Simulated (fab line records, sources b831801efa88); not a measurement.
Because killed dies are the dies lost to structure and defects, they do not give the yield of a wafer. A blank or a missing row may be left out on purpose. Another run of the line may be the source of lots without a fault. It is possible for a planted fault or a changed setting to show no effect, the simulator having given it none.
A single fault, viewed from 2 desks || flow sky130 || what lay behind the numbers comes last; until then each desk has only its own

DESK OF THE TOOL OWNER: hdpcvd-01
The tool's own readings at SKY_VIA2_HDPCVD_00 (deposits SiO2, target thk 1180 nm, time 196.7 s): means of the sampled wafers that have a number, for each lot that ran on this tool. If a lot's mean is further than 4 standard deviations from the usual mean, the lot is out of limits and carries the mark OUT (the distance appears in the brackets).
Columns: A = sih4-flow-sccm at SKY_VIA2_HDPCVD_00, usual 60.01 sccm
{"lot": "L854", "first seen here": "day 35 08:57", "A": 60.01}
{"lot": "L859", "first seen here": "day 37 02:32", "A": 59.95}
{"lot": "L862", "first seen here": "day 38 01:47", "A": 59.90}
{"lot": "L863", "first seen here": "day 38 07:33", "A": 59.93}
{"lot": "L864", "first seen here": "day 38 16:03", "A": 60.10}
{"lot": "L865", "first seen here": "day 39 05:32", "A": 59.85}
{"lot": "L868", "first seen here": "day 39 22:38", "A": 59.68}
{"lot": "L870", "first seen here": "day 40 13:02", "A": 59.86}
This desk found nothing out of limits on any of the 8 lots.

AT THE METROLOGY DESK
Means of the sampled wafers that have a number, per lot and without regard to the tool the lot ran on: this is what the gauges read. If a lot's mean is further than 4 standard deviations from the usual mean, the lot is out of limits and carries the mark OUT (the distance appears in the brackets).
Columns: A = VIA1_W_RS at SKY_VIA1_RS_MEAS_22, usual 0.422 ohm/sq; B = VIA1_W_THK at SKY_VIA1_THK_MEAS_23, usual 275 nm; C = VIA2_HDPCVD_THK at SKY_VIA2_THK_MEAS_01, usual 1183 nm; D = VIA2_BOW at SKY_VIA2_BOW_MEAS_03, usual 88 um
{"lot": "L854", "first seen here": "day 34 05:07", "A": 0.433, "B": 269, "C": 1171, "D": 89}
{"lot": "L855", "first seen here": "day 34 13:55", "A": 0.417, "B": 278, "C": 1183, "D": 80}
{"lot": "L857", "first seen here": "day 35 14:14", "A": 0.424, "B": 273, "C": 1182, "D": 102}
{"lot": "L859", "first seen here": "day 35 23:01", "A": 0.427, "B": 271, "C": 1174, "D": 90}
{"lot": "L860", "first seen here": "day 36 06:16", "A": 0.421, "B": 277, "C": 1188, "D": 98}
{"lot": "L861", "first seen here": "day 36 10:21", "A": 0.427, "B": 270, "C": 1179, "D": 90}
{"lot": "L862", "first seen here": "day 36 22:17", "A": 0.425, "B": 272, "C": 1179, "D": 84}
{"lot": "L863", "first seen here": "day 37 03:49", "A": 0.420, "B": 276, "C": 1172, "D": 87}
{"lot": "L864", "first seen here": "day 37 12:56", "A": 0.428, "B": 270, "C": 1197, "D": 87}
{"lot": "L865", "first seen here": "day 38 03:28", "A": 0.418, "B": 278, "C": 1195, "D": 79}
{"lot": "L868", "first seen here": "day 38 20:28", "A": 0.418, "B": 277, "C": "1528 (+27) OUT", "D": 98}
{"lot": "L870", "first seen here": "day 39 10:30", "A": 0.430, "B": 268, "C": "1529 (+27) OUT", "D": 92}
This desk reports L868, L870 out of limits; the earliest was L868 at day 39 22:45 (VIA2_HDPCVD_THK at SKY_VIA2_THK_MEAS_01). In limits: L854, L855, L857, L859, L860, L861, L862, L863, L864, L865.

ALL TOGETHER
The metrology desk could have raised an alarm at day 39 22:45, on L868, L870.
The desk of the tool owner found nothing out of limits.
The tool owner's desk has L868, L870 on record, within its limits.
The lots listed all ran SKY_VIA2_HDPCVD_00 on hdpcvd-01.

WHAT HAD BEEN PUT IN BY THE SIMULATOR
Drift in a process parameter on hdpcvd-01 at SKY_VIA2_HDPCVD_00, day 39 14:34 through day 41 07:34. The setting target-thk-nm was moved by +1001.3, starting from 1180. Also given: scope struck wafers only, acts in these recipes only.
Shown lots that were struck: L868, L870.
Time in hours between the start of the fault and the first out-of-limits reading at each desk: metrology desk, 8.
